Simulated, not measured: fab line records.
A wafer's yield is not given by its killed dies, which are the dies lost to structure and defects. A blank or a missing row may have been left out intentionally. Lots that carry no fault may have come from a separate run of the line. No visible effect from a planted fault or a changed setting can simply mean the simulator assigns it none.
Which tool was responsible? + flow sky130 + 18 wafers sampled from 6 lots at 1 step of a route of 708

WHAT THE GAUGES READ, wafer by wafer
SKY_LI_CONTACT_BOW_MEAS_03.
| lot  | measured     | on            | LI_CONTACT_BOW (um) |
|------|--------------|---------------|---------------------|
| L678 | day 29 17:11 | film metro-03 | 59 58 59            |
| L681 | day 30 10:21 | film metro-01 | 45 56 53            |
| L684 | day 31 07:41 | film metro-03 | 61 66 56            |
| L692 | day 33 14:05 | film metro-01 | 50 65 53            |
| L694 | day 34 09:25 | film metro-01 | 62 61 65            |
| L697 | day 35 08:49 | film metro-03 | 52 64 64            |

TOOL THAT RAN EACH LOT (tool first, then ch and the chambers of the sampled wafers, then the start)
Record: no process step prior to these readings.

THE ANSWER, worked out from the rows above alone
Rule: the usual values come from the lots themselves. Put in order of their means at a reading, lots are off if they are a third of the lots or fewer, leave a main group of 4 or more, and stand apart from it by a gap of 3 or more times the standard deviation of the main group's means; of several such gaps the widest counts. The tables above print the reading to a certain number of digits; a main group whose means all agree to those digits is not used. Also off: a lot with no number at a reading for which 4 or more lots have one. Any other lot the step has rows for is counted as sound.
None of the lots is off at any reading shown; this tells nothing.

WHAT THE SIMULATOR PUT IN
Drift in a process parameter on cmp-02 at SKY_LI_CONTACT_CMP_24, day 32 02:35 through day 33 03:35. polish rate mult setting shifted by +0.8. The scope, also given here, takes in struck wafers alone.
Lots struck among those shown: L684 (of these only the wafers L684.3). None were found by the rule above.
